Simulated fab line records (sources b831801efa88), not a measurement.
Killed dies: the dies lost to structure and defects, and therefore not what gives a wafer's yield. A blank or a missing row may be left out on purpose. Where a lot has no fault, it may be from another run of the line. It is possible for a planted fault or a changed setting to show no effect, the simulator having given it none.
fab line records | flow sky130
record: lots: 5 wafers: 15 last_day: 49
route steps=708 shown CAPM@541 METAL3@555
lots that met no fault: from a run of the same line without faults
start_h: hours from the record's first day to the start of the lot's first wafer shown | wait_h: hours elapsed since this lot's preceding step | " identical to the entry in the row above | L1.1+2: one row covering several wafers at once | - no value, or no start was given | * or withheld: withheld | < > ~ a bound
route shown NAME@n: NAME is a module with steps in the file, n the number in the route of the first one | usual: mean/standard deviation of fault-free wafers | same: alike in all rows | chamber/n: place in a boat | sites: each site's reading | _std_site: the values' standard deviation | _edge_site: the outer-site mean with the inner-site mean subtracted | radius_mm: for every site, how far away it sits from the centre of the wafer | mask NAME#n: copy n | behind: the last tool/chamber to shape the wafer | hold: reason for holding the lot/hours on hold/outcome of the hold | device: whichever transistor did not switch (one of n, p or np) | end of line: tests of these same wafers at the route's end | a step given without rows: its recipe and nothing more | killed: at the first sort, the dies lost to defects and structure; wafer yield is something else | map: a wafer's dies, x killed, . not, _ none there
set.NAME: setting as actually run; set.NAME@STEP: the setting as run at that earlier step | model.NAME: the simulator's own value behind a step, which no gauge read
a table for each step, a row for each wafer; lots at some steps of the route
services: a tool's chamber out of use, with start hour (start_h, from the record's first day; less than 0 if before it), hours out, and reason
== steps ==
step: SKY_CAPM_THK_MEAS_04
recipe: thk_meas_gauge: xrf reads: TiN_of_CAPM_SPUTTER_02
usual: CAPM_TIN_THK: 200/3
columns lot.wafer tool chamber start_h wait_h CAPM_TIN_THK[nm]
L078.1 film_metro-02 - 893.65 0.1 199
L078.2 " - " " 201
L078.3 " - " " 200
L079.1 film_metro-01 - 903.10 0.1 194
L079.3 " - " " 198
L079.5 " - " " 198
L090.2 film_metro-02 - 967.87 0.1 197
L090.3 " - " " 197
L090.6 " - " " 197
L092.4 film_metro-01 - 987.71 0.1 200
L092.5 " - " " 197
L092.6 " - " " 196
L093.2 film_metro-01 - 990.72 0.1 198
L093.4 " - " " 200
L093.6 " - " " 201
step: SKY_CAPM_DEHYDRATE_05
recipe: temp_c: 200 time_s: 60
usual: chill_plate_temp_C: 23.02/0.091
columns lot.wafer tool chamber start_h wait_h chill_plate_temp_C
L078.1 litho_track-01 0 905.71 12.1 22.97
L078.2 " 0 " " 22.93
L078.3 " 0 " " 23.13
L079.1 litho_track-01 0 915.46 12.4 23.08
L079.3 " 0 " " 23.04
L079.5 " 0 " " 23.06
L090.2 litho_track-02 0 979.36 11.5 22.90
L090.3 " 0 " " 22.87
L090.6 " 0 " " 22.93
L092.4 litho_track-01 0 998.43 10.7 22.91
L092.5 " 0 " " 22.92
L092.6 " 0 " " 23.02
L093.2 litho_track-02 0 1001.66 10.9 23.14
L093.4 " 0 " " 22.97
L093.6 " 0 " " 23.09
step: SKY_CAPM_HMDS_06
recipe: prime_time_s: 60 prime_temp_c: 120
usual: chill_plate_temp_C: 23.00/0.12
columns lot.wafer tool chamber start_h wait_h chill_plate_temp_C
L078.1 litho_track-01 0 905.86 0.1 23.24
L078.2 " 0 " " 23.17
L078.3 " 0 " " 23.21
L079.1 litho_track-01 0 915.61 0.1 22.99
L079.3 " 0 " " 22.87
L079.5 " 0 " " 22.97
L090.2 litho_track-02 0 979.51 0.1 23.08
L090.3 " 0 " " 23.05
L090.6 " 0 " " 22.94
L092.4 litho_track-01 0 998.58 0.1 22.87
L092.5 " 0 " " 23.08
L092.6 " 0 " " 22.93
L093.2 litho_track-02 0 1001.81 0.1 23.05
L093.4 " 0 " " 23.16
L093.6 " 0 " " 23.04
step: SKY_CAPM_COAT_07
recipe: resist: NOVOLAK spin_rpm: 3000 resist_thk_nm: 1140
usual: chill_plate_temp_C: 23.01/0.11
columns lot.wafer tool chamber start_h wait_h chill_plate_temp_C
L078.1 litho_track-01 0 906.01 0.1 22.90
L078.2 " 0 " " 22.97
L078.3 " 0 " " 22.88
L079.1 litho_track-01 0 915.76 0.1 22.96
L079.3 " 0 " " 22.97
L079.5 " 0 " " 23.15
L090.2 litho_track-02 0 979.66 0.1 22.89
L090.3 " 0 " " 22.82
L090.6 " 0 " " 22.91
L092.4 litho_track-01 0 998.73 0.1 22.85
L092.5 " 0 " " 22.76
L092.6 " 0 " " 22.79
L093.2 litho_track-02 0 1001.96 0.1 23.00
L093.4 " 0 " " 23.07
L093.6 " 0 " " 23.05
step: SKY_CAPM_SOFTBAKE_08
recipe: temp_c: 90 time_s: 60 resist: NOVOLAK
usual: chill_plate_temp_C: 23.02/0.099
columns lot.wafer tool chamber start_h wait_h chill_plate_temp_C
L078.1 litho_track-01 0 906.16 0.1 22.96
L078.2 " 0 " " 22.83
L078.3 " 0 " " 23.08
L079.1 litho_track-01 0 915.91 0.1 23.16
L079.3 " 0 " " 23.15
L079.5 " 0 " " 23.20
L090.2 litho_track-02 0 979.81 0.1 23.00
L090.3 " 0 " " 22.96
L090.6 " 0 " " 22.98
L092.4 litho_track-01 0 998.88 0.1 22.85
L092.5 " 0 " " 23.07
L092.6 " 0 " " 23.06
L093.2 litho_track-02 0 1002.11 0.1 22.94
L093.4 " 0 " " 23.08
L093.6 " 0 " " 23.08
step: SKY_CAPM_EXPOSE_09
recipe: mask_id: CAPM na: 0.6 source_shape: conventional sigma_outer: 0.6 polarization: unpolarized target_cd_nm: 1000 dose_mj: 159
columns lot.wafer tool chamber start_h wait_h mask
L078.1+2+3 iline_stepper-02 0 - - CAPM#0
L079.1+3+5 iline_stepper-02 0 - - CAPM#0
L090.2+3+6 iline_stepper-02 0 - - CAPM#0
L092.4+5+6 iline_stepper-02 0 - - CAPM#0
L093.2+4+6 iline_stepper-01 0 - - CAPM#0
step: SKY_CAPM_PEB_10
recipe: temp_c: withheld time_s: * resist: NOVOLAK
usual: chill_plate_temp_C: *
columns lot.wafer tool chamber start_h wait_h chill_plate_temp_C
L078.1 litho_track-02 0 - - *
L078.2 " 0 " " *
L078.3 " 0 " " *
L079.1 litho_track-01 0 - - *
L079.3 " 0 " " *
L079.5 " 0 " " *
L090.2 litho_track-01 0 - - *
L090.3 " 0 " " *
L090.6 " 0 " " *
L092.4 litho_track-01 0 - - *
L092.5 " 0 " " *
L092.6 " 0 " " *
L093.2 litho_track-01 0 - - *
L093.4 " 0 " " *
L093.6 " 0 " " *
step: SKY_CAPM_DEVELOP_11
recipe: resist: NOVOLAK developer: TMAH develop_time_s: 60 dev_temp_c: 23
usual: chill_plate_temp_C: 22.98/0.11 developer_temp_C: 23.00/0.11
columns lot.wafer tool chamber start_h wait_h chill_plate_temp_C developer_temp_C
L078.1 litho_track-02 0 918.78 0.1 22.94 22.90
L078.2 " 0 " " 22.93 22.89
L078.3 " 0 " " 22.97 22.81
L079.1 litho_track-01 0 927.76 0.1 23.00 22.90
L079.3 " 0 " " 22.95 22.99
L079.5 " 0 " " 22.87 23.17
L090.2 litho_track-01 0 990.88 0.1 23.14 23.17
L090.3 " 0 " " 23.13 23.14
L090.6 " 0 " " 23.17 23.11
L092.4 litho_track-01 0 1010.33 0.1 22.99 22.77
L092.5 " 0 " " 22.73 23.03
L092.6 " 0 " " 22.90 23.04
L093.2 litho_track-01 0 1014.03 0.1 23.18 23.00
L093.4 " 0 " " 23.02 22.99
L093.6 " 0 " " 23.09 23.02
step: SKY_CAPM_OVL_MEAS_12
usual: CAPM_OVL: -0.7/1.4
columns lot.wafer tool chamber start_h wait_h CAPM_OVL[nm]
L078.1 overlay-01 - 918.93 0.1 -1.1
L078.2 " - " " -0.7
L078.3 " - " " -1.6
L079.1 overlay-01 - 927.91 0.1 -0.2
L079.3 " - " " 1.1
L079.5 " - " " -1.0
L090.2 overlay-02 - 991.01 0.1 -0.6
L090.3 " - " " 0.3
L090.6 " - " " 1.3
L092.4 overlay-01 - 1010.43 0.1 -1.6
L092.5 " - " " -1.7
L092.6 " - " " -3.1
L093.2 overlay-01 - 1014.16 0.1 2.0
L093.4 " - " " 1.5
L093.6 " - " " 1.3
step: SKY_CAPM_METAL_ETCH_13
recipe: target_depth_nm: 220 stop_on: SiO2 chemistry: Cl2/BCl3 target: TiN pressure_mtorr: 10 icp_w: 900 bias_w: 48.5 Cl2_flow_sccm: 60 bcl3_flow_sccm: 30 time_s: 62.9
usual: bcl3_flow_sccm: 30.02/0.089 drypump_motor_current_A: 5.9/0.58 oes_product_au: 0.943/0.0092 throttle_valve_pct: 21.900/0.01
columns lot.wafer tool chamber start_h wait_h bcl3_flow_sccm drypump_motor_current_A oes_product_au rf_hours_counter_h throttle_valve_pct
L078.1 rie_metal-02 1 918.97 0.0 30.07 6.3 0.943 6 21.913
L078.2 " 0 " " 30.01 6.0 0.941 11 21.897
L078.3 " 1 " " 30.09 6.3 0.943 - 21.898
L079.1 rie_metal-04 1 927.94 0.0 30.11 6.8 0.934 12 21.913
L079.3 " 1 " " 30.04 6.8 0.948 - 21.925
L079.5 " 0 " " 30.11 5.5 0.939 - 21.902
L090.2 rie_metal-02 0 991.04 0.0 30.03 6.0 0.933 15 21.893
L090.3 " 0 " " 30.29 5.9 0.944 - 21.903
L090.6 " 0 " " 30.12 5.9 0.947 - 21.891
L092.4 rie_metal-02 1 1010.47 0.0 29.94 6.4 0.939 - 21.896
L092.5 " 1 " " 29.98 6.4 0.942 - 21.919
L092.6 " 0 " " 30.04 6.0 0.928 - 21.890
L093.2 rie_metal-03 1 1014.19 0.0 29.84 5.8 0.943 12 21.905
L093.4 " 0 " " 29.92 5.0 0.943 - 21.897
L093.6 " 0 " " 29.98 5.0 0.954 - 21.886
step: SKY_CAPM_STRIP_14
recipe: chemistry: O2/N2 power_w: 1400 pressure_mtorr: 1500 platen_temp_c: withheld o2_flow_sccm: 3000 n2_flow_sccm: 300 overash_fraction: 0.5
usual: drypump_motor_current_A: 5.62/0.27 oes_product_au: 0.710/0.0045 strip_time_to_endpoint_s: 12.65/0.042
columns lot.wafer tool chamber start_h wait_h drypump_motor_current_A oes_product_au rf_hours_counter_h strip_time_to_endpoint_s
L078.1 plasma_asher-02 0 919.04 0.1 5.57 0.710 75 12.61
L078.2 " 1 " " 5.45 0.707 75 12.65
L078.3 " 1 " " 5.46 0.707 - 12.62
L079.1 plasma_asher-04 1 928.02 0.1 5.94 0.719 50 12.67
L079.3 " 1 " " 5.93 0.713 - 12.66
L079.5 " 0 " " 5.67 0.712 - 12.71
L090.2 plasma_asher-04 1 991.12 0.1 5.96 0.712 56 12.58
L090.3 " 0 " " 5.62 0.714 - 12.57
L090.6 " 1 " " 5.92 0.712 - 12.59
L092.4 plasma_asher-03 0 1010.55 0.1 5.14 0.709 - 12.69
L092.5 " 0 " " 5.12 0.703 - 12.69
L092.6 " 1 " " 6.01 0.717 - 12.67
L093.2 plasma_asher-02 0 1014.27 0.1 5.54 0.711 85 12.55
L093.4 " 1 " " 5.48 0.711 - 12.52
L093.6 " 1 " " 5.46 0.708 - 12.59
step: SKY_CAPM_STRIP_15
recipe: chemistry: post_etch_residue_remover time_s: 1200 temp_c: 72.5
columns lot.wafer tool chamber start_h wait_h
L078.1+2+3 wet_bench-03 2 919.14 0.1
L079.1+3+5 wet_bench-03 1 928.13 0.1
L090.2+3+6 wet_bench-03 3 991.22 0.1
L092.4+5+6 wet_bench-04 1 1010.62 0.0
L093.2+4+6 wet_bench-01 0 1014.37 0.1
step: SKY_CAPM_CLEAN_16
recipe: chemistry: IPA time_s: 180 temp_c: 25
columns lot.wafer tool chamber start_h wait_h
L078.1+2+3 wet_bench-01 1 919.52 0.0
L079.1+3+5 wet_bench-01 2 928.50 0.0
L090.2+3+6 wet_bench-01 1 991.56 0.0
L092.4+5+6 wet_bench-03 0 1010.96 0.0
L093.2+4+6 wet_bench-04 2 1014.71 0.0
step: SKY_CAPM_CLEAN_17
recipe: chemistry: O3/DIW dry: n2_spin
columns lot.wafer tool chamber start_h wait_h
L078.1+2+3 wet_bench-04 1 919.58 0.0
L079.1+3+5 wet_bench-03 0 928.56 0.0
L090.2+3+6 wet_bench-04 2 991.63 0.0
L092.4+5+6 wet_bench-01 2 1011.03 0.0
L093.2+4+6 wet_bench-03 0 1014.77 0.0
step: SKY_METAL3_DEHYDRATE_05
recipe: temp_c: 200 time_s: 60
usual: chill_plate_temp_C: 23.00/0.12
columns lot.wafer tool chamber start_h wait_h chill_plate_temp_C
L078.1 litho_track-03 0 931.25 11.6 23.02
L078.2 " 0 " " 22.88
L078.3 " 0 " " 22.82
L079.1 litho_track-02 0 940.23 11.6 22.92
L079.3 " 0 " " 23.06
L079.5 " 0 " " 23.17
L090.2 litho_track-04 0 1002.99 11.3 23.01
L090.3 " 0 " " 23.08
L090.6 " 0 " " 23.11
L092.4 litho_track-04 0 1022.49 11.4 23.05
L092.5 " 0 " " 22.92
L092.6 " 0 " " 22.81
L093.2 litho_track-04 0 1025.94 11.1 23.09
L093.4 " 0 " " 22.84
L093.6 " 0 " " 23.06
step: SKY_METAL3_HMDS_06
recipe: prime_time_s: 60 prime_temp_c: 120
usual: chill_plate_temp_C: 22.98/0.11
columns lot.wafer tool chamber start_h wait_h chill_plate_temp_C
L078.1 litho_track-03 0 931.40 0.1 22.82
L078.2 " 0 " " 22.89
L078.3 " 0 " " 22.82
L079.1 litho_track-02 0 940.38 0.1 22.91
L079.3 " 0 " " 22.88
L079.5 " 0 " " 23.09
L090.2 litho_track-04 0 1003.14 0.1 22.87
L090.3 " 0 " " 22.97
L090.6 " 0 " " 22.88
L092.4 litho_track-04 0 1022.64 0.1 23.01
L092.5 " 0 " " 22.95
L092.6 " 0 " " 23.03
L093.2 litho_track-04 0 1026.09 0.1 23.07
L093.4 " 0 " " 22.90
L093.6 " 0 " " 22.98
step: SKY_METAL3_COAT_07
recipe: resist: BARC temp_c: withheld time_s: withheld spin_rpm: 3000 resist_thk_nm: 60
usual: chill_plate_temp_C: *
columns lot.wafer tool chamber start_h wait_h chill_plate_temp_C
L078.1 litho_track-03 0 931.55 0.1 *
L078.2 " 0 " " *
L078.3 " 0 " " *
L079.1 litho_track-02 0 940.53 0.1 *
L079.3 " 0 " " *
L079.5 " 0 " " *
L090.2 litho_track-04 0 1003.29 0.1 *
L090.3 " 0 " " *
L090.6 " 0 " " *
L092.4 litho_track-04 0 1022.79 0.1 *
L092.5 " 0 " " *
L092.6 " 0 " " *
L093.2 litho_track-04 0 1026.24 0.1 *
L093.4 " 0 " " *
L093.6 " 0 " " *
step: SKY_METAL3_COAT_08
recipe: resist: KrF-thick spin_rpm: 3000 resist_thk_nm: 1140
usual: chill_plate_temp_C: 22.99/0.1
columns lot.wafer tool chamber start_h wait_h chill_plate_temp_C
L078.1 litho_track-03 0 - - 22.93
L078.2 " 0 " " 23.15
L078.3 " 0 " " 23.06
L079.1 litho_track-02 0 - - 22.87
L079.3 " 0 " " 22.78
L079.5 " 0 " " 22.80
L090.2 litho_track-04 0 - - 22.95
L090.3 " 0 " " 22.94
L090.6 " 0 " " 22.96
L092.4 litho_track-04 0 - - 23.03
L092.5 " 0 " " 22.99
L092.6 " 0 " " 23.03
L093.2 litho_track-04 0 - - 23.10
L093.4 " 0 " " 23.13
L093.6 " 0 " " 23.28
step: SKY_METAL3_SOFTBAKE_09
recipe: temp_c: 100 time_s: 90 resist: KrF-thick
usual: chill_plate_temp_C: 22.99/0.11
columns lot.wafer tool chamber start_h wait_h chill_plate_temp_C
L078.1 litho_track-03 0 - - 22.95
L078.2 " 0 " " 23.03
L078.3 " 0 " " 22.95
L079.1 litho_track-02 0 - - 22.82
L079.3 " 0 " " 22.95
L079.5 " 0 " " 23.04
L090.2 litho_track-04 0 - - 22.95
L090.3 " 0 " " 22.92
L090.6 " 0 " " 22.98
L092.4 litho_track-04 0 - - 23.07
L092.5 " 0 " " 23.25
L092.6 " 0 " " 22.97
L093.2 litho_track-04 0 - - 23.03
L093.4 " 0 " " 23.01
L093.6 " 0 " " 23.12
step: SKY_METAL3_EXPOSE_10
recipe: mask_id: MM3 na: 0.68 source_shape: annular sigma_inner: 0.4 sigma_outer: 0.8 target_cd_nm: 300 dose_mj: 28
columns lot.wafer tool chamber start_h wait_h mask
L078.1+2+3 krf_scanner-02 0 - - MM3#0
L079.1+3+5 krf_scanner-02 0 - - MM3#0
L090.2+3+6 krf_scanner-01 0 - - MM3#0
L092.4+5+6 krf_scanner-01 0 - - MM3#0
L093.2+4+6 krf_scanner-01 0 - - MM3#0
step: SKY_METAL3_PEB_11
recipe: peb_temp_c: withheld peb_time_s: withheld resist: KrF-thick
usual: chill_plate_temp_C: *
columns lot.wafer tool chamber start_h wait_h chill_plate_temp_C
L078.1 litho_track-03 0 - - *
L078.2 " 0 " " *
L078.3 " 0 " " *
L079.1 litho_track-02 0 - - *
L079.3 " 0 " " *
L079.5 " 0 " " *
L090.2 litho_track-02 0 - - *
L090.3 " 0 " " *
L090.6 " 0 " " *
L092.4 litho_track-03 0 - - *
L092.5 " 0 " " *
L092.6 " 0 " " *
L093.2 litho_track-02 0 - - *
L093.4 " 0 " " *
L093.6 " 0 " " *
step: SKY_METAL3_DEVELOP_12
recipe: develop_time_s: 60 resist: KrF-thick dev_temp_c: 21
usual: chill_plate_temp_C: 23.01/0.095 developer_temp_C: 20.98/0.11
columns lot.wafer tool chamber start_h wait_h chill_plate_temp_C developer_temp_C
L078.1 litho_track-03 0 - - 23.02 20.96
L078.2 " 0 " " 23.12 21.05
L078.3 " 0 " " 23.07 21.02
L079.1 litho_track-02 0 - - 22.98 21.30
L079.3 " 0 " " 23.08 21.15
L079.5 " 0 " " 23.05 21.03
L090.2 litho_track-02 0 - - 23.12 20.99
L090.3 " 0 " " 23.03 20.91
L090.6 " 0 " " 23.05 21.00
L092.4 litho_track-03 0 - - 23.04 20.95
L092.5 " 0 " " 23.07 20.86
L092.6 " 0 " " 23.18 21.01
L093.2 litho_track-02 0 - - 22.97 20.93
L093.4 " 0 " " 22.95 20.87
L093.6 " 0 " " 22.97 20.98
step: SKY_METAL3_CD_MEAS_13
recipe: target_cd_nm: 300
usual: cd_nm: 300.7/1.6
columns lot.wafer tool chamber start_h wait_h cd_nm
L078.1 cd_sem-02 - 944.30 - 301.8
L078.2 " - " " 301.3
L078.3 " - " " 301.8
L079.1 cd_sem-01 - 953.23 - 303.8
L079.3 " - " " 303.4
L079.5 " - " " 304.1
L090.2 cd_sem-01 - 1015.50 - 301.6
L090.3 " - " " 300.2
L090.6 " - " " 300.2
L092.4 cd_sem-02 - 1034.36 - 297.3
L092.5 " - " " 297.6
L092.6 " - " " 297.5
L093.2 cd_sem-02 - 1038.60 - 301.1
L093.4 " - " " 301.3
L093.6 " - " " 300.9
step: SKY_METAL3_OVL_MEAS_14
usual: METAL3_OVL: 1/6.2
columns lot.wafer tool chamber start_h wait_h METAL3_OVL[nm]
L078.1 overlay-02 - 944.42 0.1 -7
L078.2 " - " " -3
L078.3 " - " " -7
L079.1 overlay-01 - 953.35 0.1 1
L079.3 " - " " -5
L079.5 " - " " -7
L090.2 overlay-02 - 1015.61 0.1 7
L090.3 " - " " -2
L090.6 " - " " 2
L092.4 overlay-01 - 1034.44 0.1 3
L092.5 " - " " 2
L092.6 " - " " -4
L093.2 overlay-02 - 1038.71 0.1 10
L093.4 " - " " 13
L093.6 " - " " 11
step: SKY_METAL3_DESCUM_15
recipe: chemistry: O2 source_power_w: 150 bias_power_w: 0 pressure_mtorr: 10 temp_c: 40 time_s: 8
usual: drypump_motor_current_A: 5.7/0.71 oes_product_au: 1.002/0.0092
columns lot.wafer tool chamber start_h wait_h drypump_motor_current_A oes_product_au rf_hours_counter_h
L078.1 rie_metal-02 1 944.46 0.0 6.3 0.997 8
L078.2 " 1 " " 6.3 1.003 -
L078.3 " 1 " " 6.4 0.994 -
L079.1 rie_metal-01 1 953.39 0.0 4.9 0.991 15
L079.3 " 1 " " 4.9 0.984 -
L079.5 " 1 " " 4.9 0.991 -
L090.2 rie_metal-04 0 1015.64 0.0 5.5 1.005 19
L090.3 " 0 " " 5.5 1.001 -
L090.6 " 0 " " 5.5 1.006 -
L092.4 rie_metal-01 1 1034.47 0.0 4.8 1.009 -
L092.5 " 0 " " 5.2 1.002 -
L092.6 " 1 " " 4.8 0.991 -
L093.2 rie_metal-01 1 1038.74 0.0 4.9 1.001 20
L093.4 " 0 " " 5.3 0.996 -
L093.6 " 1 " " 4.9 0.994 -
step: SKY_METAL3_ETCH_16
recipe: chemistry: N2/H2 target: BARC ion_energy_ev: 200 bias_w: 100 pressure_mtorr: 30 n2_flow_sccm: 100 h2_flow_sccm: 200 icp_w: 500 stop_on: SiO2 time_s: 88.2 target_depth_a: 600
usual: drypump_motor_current_A: 5.7/0.71 oes_product_au: 0.626/0.0036 throttle_valve_pct: 13.204/0.0091
columns lot.wafer tool chamber start_h wait_h drypump_motor_current_A oes_product_au rf_hours_counter_h throttle_valve_pct
L078.1 rie_metal-02 1 944.52 0.1 6.3 0.624 8 13.193
L078.2 " 1 " " 6.4 0.624 - 13.206
L078.3 " 1 " " 6.4 0.620 - 13.195
L079.1 rie_metal-01 1 953.43 0.0 4.9 0.625 15 13.204
L079.3 " 1 " " 4.9 0.625 - 13.203
L079.5 " 1 " " 4.8 0.629 - 13.202
L090.2 rie_metal-04 0 1015.67 0.0 5.5 0.626 19 13.199
L090.3 " 0 " " 5.5 0.619 - 13.197
L090.6 " 0 " " 5.5 0.626 - 13.199
L092.4 rie_metal-01 1 1034.52 0.0 4.9 0.629 - 13.200
L092.5 " 0 " " 5.3 0.628 - 13.208
L092.6 " 1 " " 4.9 0.632 - 13.205
L093.2 rie_metal-01 1 1038.77 0.0 4.9 0.622 20 13.203
L093.4 " 0 " " 5.3 0.629 - 13.214
L093.6 " 1 " " 4.9 0.627 - 13.193
step: SKY_METAL3_ETCH_17
recipe: target: SiO2 stop_on: TiN chemistry: C4F8/O2/Ar source_w: 1500 bias_w: 1200 pressure_mtorr: 40 c4f8_flow_sccm: withheld O2_flow_sccm: 6 Ar_flow_sccm: 300 time_s: 3.9 target_depth_a: 150
usual: oes_product_au: 0.756/0.0064
columns lot.wafer tool chamber start_h wait_h oes_product_au rf_hours_counter_h
L078.1 rie_diel-02 3 944.72 0.2 0.744 12
L078.2 " 0 " " 0.743 10
L078.3 " 2 " " 0.755 23
L079.1 rie_diel-04 2 953.56 0.1 0.754 10
L079.3 " 0 " " 0.759 3
L079.5 " 2 " " 0.763 -
L090.2 rie_diel-01 3 1015.77 0.1 0.760 15
L090.3 " 1 " " 0.752 5
L090.6 " 2 " " 0.755 -
L092.4 rie_diel-04 2 1034.59 0.0 0.756 11
L092.5 " 0 " " 0.754 -
L092.6 " 3 " " 0.746 -
L093.2 rie_diel-04 3 1038.87 0.1 0.751 12
L093.4 " 2 " " 0.757 11
L093.6 " 2 " " 0.756 -
step: SKY_METAL3_METAL_ETCH_18
recipe: target_depth_a: 8450 stop_on: SiO2 over_etch_frac: 0.3 time_s: 183.1 chemistry: Cl2/BCl3 resist_sidewall_deg: 88 pressure_mtorr: 10 icp_w: 900 bias_w: 48.5 Cl2_flow_sccm: 60 bcl3_flow_sccm: 30
usual: bcl3_flow_sccm: 30.00/0.098 drypump_motor_current_A: 5.7/0.62 oes_product_au: 0.866/0.0065 throttle_valve_pct: 22.263/0.0094
columns lot.wafer tool chamber start_h wait_h bcl3_flow_sccm drypump_motor_current_A oes_product_au rf_hours_counter_h throttle_valve_pct
L078.1 rie_metal-04 0 944.74 0.0 30.10 5.5 0.874 16 22.267
L078.2 " 1 " " 30.05 6.8 0.863 13 22.278
L078.3 " 1 " " 30.00 6.8 0.873 - 22.270
L079.1 rie_metal-02 1 953.58 0.0 30.07 6.3 0.859 9 22.244
L079.3 " 0 " " 29.99 5.9 0.870 - 22.272
L079.5 " 1 " " 30.08 6.3 0.853 - 22.279
L090.2 rie_metal-01 1 1015.79 0.0 30.21 4.9 0.869 18 22.275
L090.3 " 0 " " 30.05 5.3 0.862 - 22.250
L090.6 " 0 " " 30.07 5.3 0.877 - 22.267
L092.4 rie_metal-02 1 1034.67 0.1 30.02 6.3 0.885 - 22.272
L092.5 " 0 " " 30.09 5.9 0.876 - 22.281
L092.6 " 1 " " 29.88 6.3 0.865 - 22.257
L093.2 rie_metal-02 1 1038.89 0.0 30.02 6.3 0.865 14 22.262
L093.4 " 1 " " 30.07 6.3 0.861 - 22.248
L093.6 " 1 " " 30.15 6.3 0.862 - 22.275
step: SKY_METAL3_STRIP_19
recipe: chemistry: O2/N2 power_w: 1400 pressure_mtorr: 1500 platen_temp_c: withheld o2_flow_sccm: 3000 n2_flow_sccm: 300 overash_fraction: 0.5
usual: drypump_motor_current_A: 5.69/0.29 oes_product_au: 0.503/0.0052 strip_time_to_endpoint_s: 6.56/0.082
columns lot.wafer tool chamber start_h wait_h drypump_motor_current_A oes_product_au rf_hours_counter_h strip_time_to_endpoint_s
L078.1 plasma_asher-04 1 944.91 0.1 5.94 0.500 52 6.63
L078.2 " 0 " " 5.64 0.501 52 6.52
L078.3 " 1 " " 5.98 0.505 - 6.57
L079.1 plasma_asher-02 0 953.76 0.1 5.58 0.501 79 6.62
L079.3 " 0 " " 5.55 0.503 - 6.52
L079.5 " 1 " " 5.43 0.508 - 6.65
L090.2 plasma_asher-04 0 1015.96 0.1 5.62 0.502 58 6.56
L090.3 " 1 " " 5.93 0.505 - 6.53
L090.6 " 1 " " 5.93 0.498 - 6.53
L092.4 plasma_asher-02 0 1034.82 0.1 5.57 0.516 - 6.74
L092.5 " 1 " " 5.45 0.502 - 6.48
L092.6 " 0 " " 5.55 0.510 - 6.77
L093.2 plasma_asher-02 1 1039.06 0.1 5.48 0.513 87 6.65
L093.4 " 1 " " 5.49 0.508 - 6.71
L093.6 " 0 " " 5.57 0.498 - 6.63
step: SKY_METAL3_STRIP_20
recipe: chemistry: post_etch_residue_remover time_s: 1200 temp_c: 72.5
columns lot.wafer tool chamber start_h wait_h
L078.1+2+3 wet_bench-02 1 945.01 0.1
L079.1+3+5 wet_bench-01 2 953.86 0.1
L090.2+3+6 wet_bench-01 1 1016.06 0.1
L092.4+5+6 wet_bench-01 0 1034.89 0.0
L093.2+4+6 wet_bench-01 3 1039.16 0.1
step: SKY_METAL3_CLEAN_21
recipe: chemistry: IPA time_s: 180 temp_c: 25
columns lot.wafer tool chamber start_h wait_h
L078.1+2+3 wet_bench-03 3 945.36 0.0
L079.1+3+5 wet_bench-03 3 954.20 0.0
L090.2+3+6 wet_bench-02 2 1016.41 0.0
L092.4+5+6 wet_bench-03 1 1035.29 0.0
L093.2+4+6 wet_bench-02 1 1039.54 0.0
== services ==
columns tool chamber start_h hours kind
rie_metal-01 - 883.66 4.3 pm
rie_diel-04 - 890.11 0.7 repair
krf_scanner-01 - 890.87 1.3 pm
rie_diel-02 - 892.52 16.9 repair
rie_diel-01 3 901.83 6.0 repair
krf_scanner-01 - 904.79 0.8 pm
rie_diel-01 3 911.02 10.0 repair
krf_scanner-01 - 926.54 21.0 pm
rie_diel-04 3 928.11 5.2 repair
rie_metal-02 0 936.27 11.3 repair
rie_metal-01 1 936.99 5.2 repair
rie_metal-01 - 943.99 0.8 repair
iline_stepper-02 - 945.50 1.7 pm
krf_scanner-02 - 947.57 0.8 pm
krf_scanner-02 - 948.32 11.6 pm
plasma_asher-04 - 951.30 2.8 pm
krf_scanner-01 - 952.95 0.6 repair
krf_scanner-02 - 959.87 1.3 pm
plasma_asher-04 - 981.75 1.3 repair
rie_diel-04 2 982.73 30.4 repair
krf_scanner-02 - 983.16 21.0 pm
krf_scanner-01 - 1004.16 1.0 pm
rie_metal-02 - 1028.71 2.8 pm
krf_scanner-02 - 1034.10 1.0 pm
== key ==
fault none
